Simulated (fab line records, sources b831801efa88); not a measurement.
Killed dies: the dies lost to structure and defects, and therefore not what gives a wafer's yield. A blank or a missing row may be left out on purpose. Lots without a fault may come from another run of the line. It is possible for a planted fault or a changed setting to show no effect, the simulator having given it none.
Problem report in the 8D (eight disciplines) form, filled by code + flow gf180mcu + the parts of the form that need people (team, actions taken, sign-off) are left out

== 1. PROBLEM STATEMENT ==
strip time to endpoint s at GF_M1_STRIP_17 reads a mean of 10.20 s on 6 wafers of 2 lots; wafers without a fault read 7.85 s with a standard deviation of 0.042. That puts it +56 standard deviations away from the usual mean.
The step: strips in O2/N2.
The first sign was on wafer L792.2 at day 21 12:28, on plasma asher-03. The record holds 42 wafers of 14 lots with a number at this step. The rule behind "out" and "out of limits": a value lying over 4 standard deviations away from the usual mean. The other wafers with a number count as sound.

== 2. WHAT IT IS, WHAT IT ISN'T ==
| question                    | is                                       | is not                                                                                                                    |
|-----------------------------|------------------------------------------|---------------------------------------------------------------------------------------------------------------------------|
| which readings at this step | strip time to endpoint s, oes product au | drypump motor current A, heater power w                                                                                   |
| which lots                  | L792, L793                               | L783, L785, L796, L797, L799, L800, L801, L802, L803, L804, L805, L806                                                    |
| which wafers of those lots  | all that have a number                   | -                                                                                                                         |
| read on which tools         | plasma asher-03, plasma asher-04         | plasma asher-02                                                                                                           |
| when                        | from day 21 12:28                        | up to then (6 sound wafers); but 30 sound wafers of L796, L797, L799, L800, L801, L802, L803, L804, L805, L806 came after |

== 3. SUSPECTS, AND WHAT RULES EACH OUT ==
Counting: a tool at any process step up to the reading remains a suspect when it ran all the lots that are out and ran no sound lot after the first of those.
- pvd sputter-03 at GF_M1_SPUTTER_03 (material Ti, target thk 10 nm, time 6.7 s): ruled out as a lasting fault. Sound lots L799, L800, L801, L802, L805, L806 ran on it after its first lot that is out, L792 (day 20 11:10).
- rie metal-03 at GF_M1_METAL_ETCH_16 (etches the open film in Cl2/BCl3, stops on SiO2, target depth 627.5 nm, time 104.6 s): ruled out as a lasting fault. Sound lots L797, L799, L802, L806 ran on it after its first lot that is out, L792 (day 21 12:22).
Left after counting: nothing in the record.

== 4. THE CAUSE (what the simulator had put in) ==
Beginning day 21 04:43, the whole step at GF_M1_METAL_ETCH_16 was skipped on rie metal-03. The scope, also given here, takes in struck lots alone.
The count ruled it out by mistake, since the rule takes a fault to strike every lot its tool runs from the start of the fault on, and this one did not do so.

== 5. THE EFFECT CHAIN, in route order ==
Each row: a reading where the mean over the struck wafers with a number is more than 3 standard deviations away from the usual. Only readings whose record carries a usual standard deviation are examined. hours: median over the lots of the time between each lot's start at the first step of this table that gives one and its start at this step. sigmas: the change, counted in usual standard deviations.
| hours | step           | reading                  | usual      | on struck wafers | change | sigmas |
|-------|----------------|--------------------------|------------|------------------|--------|--------|
| 0     | GF_M1_STRIP_17 | oes product au           | 0.557 a.u. | 0.657            | +0.100 | +22    |
| 0     | GF_M1_STRIP_17 | strip time to endpoint s | 7.85 s     | 10.20            | +2.35  | +56    |
It contains these process steps:
- GF_M1_STRIP_17: strips in O2/N2.
Readings that are blank on the struck wafers while sound wafers have them: bcl3 flow sccm at GF_M1_METAL_ETCH_16; bias w at GF_M1_METAL_ETCH_16; drypump motor current A at GF_M1_METAL_ETCH_16; oes product au at GF_M1_METAL_ETCH_16; throttle valve pct at GF_M1_METAL_ETCH_16.

== 6. WHAT WOULD HAVE CAUGHT IT SOONER ==
8 hours passed between the start of the fault at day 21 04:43 and the first reading out of limits in this record, taken at day 21 12:28.
At GF_M1_METAL_ETCH_16 the tool's readings are blank on the struck wafers, where sound wafers have them: an empty tool record is the first sign, and it was there at once.
